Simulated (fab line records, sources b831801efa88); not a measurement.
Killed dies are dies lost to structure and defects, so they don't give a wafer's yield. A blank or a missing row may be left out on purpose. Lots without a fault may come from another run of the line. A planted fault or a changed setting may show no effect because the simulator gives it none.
Chamber matching | flow sky130 | SKY_FIELD_ISO_CMP_27 on cmp-02: 4 sister chambers
The step polishes, stops on Si3N4, t overpolish 16 s, target thk 457.8 nm. 4 wafers are shown with their chamber, then 7 later ones without.

WAFERS WITH THEIR CHAMBER
wafer  | chamber | motor_current_A (A)
L155.3 | 2       | 13.6
L157.6 | 0       | 11.1
L159.3 | 3       | 12.0
L159.4 | 1       | 12.1

WAFERS WITHOUT THEIR CHAMBER
wafer  | motor_current_A (A)
L159.5 | 12.3
L164.1 | 11.5
L164.3 | 13.3
L164.5 | 12.6
L167.1 | 12.5
L167.3 | 11.4
L167.4 | 12.5

WHICH CHAMBER EACH WENT THROUGH
wafer  | from the rows above          | in truth
L159.5 | can't be placed: 1 or 3      | 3
L164.1 | can't be placed: 0 or 3 or 1 | 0
L164.3 | 2                            | 2
L164.5 | can't be placed: 1 or 3 or 2 | 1
L167.1 | can't be placed: 1 or 3 or 2 | 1
L167.3 | can't be placed: 0 or 3 or 1 | 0
L167.4 | can't be placed: 1 or 3 or 2 | 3
Placed correctly: 1 of 7. Can't be placed from these rows: 6 (the true chamber is among the candidates in 6). Placed wrongly: 0.
How it was worked out, from the rows above alone: a wafer's distance from a chamber is the root of the sum, over the readings, of the square of ((its reading less the chamber's mean) divided by the reading's scatter). The wafer belongs to the nearest chamber; if the next one is less than 2 further off, it can't be placed. A chamber's mean is the mean of its shown wafers. The scatter: with one shown wafer a chamber, the root of the mean of the squares of how far each hidden wafer lies from its nearest shown one.
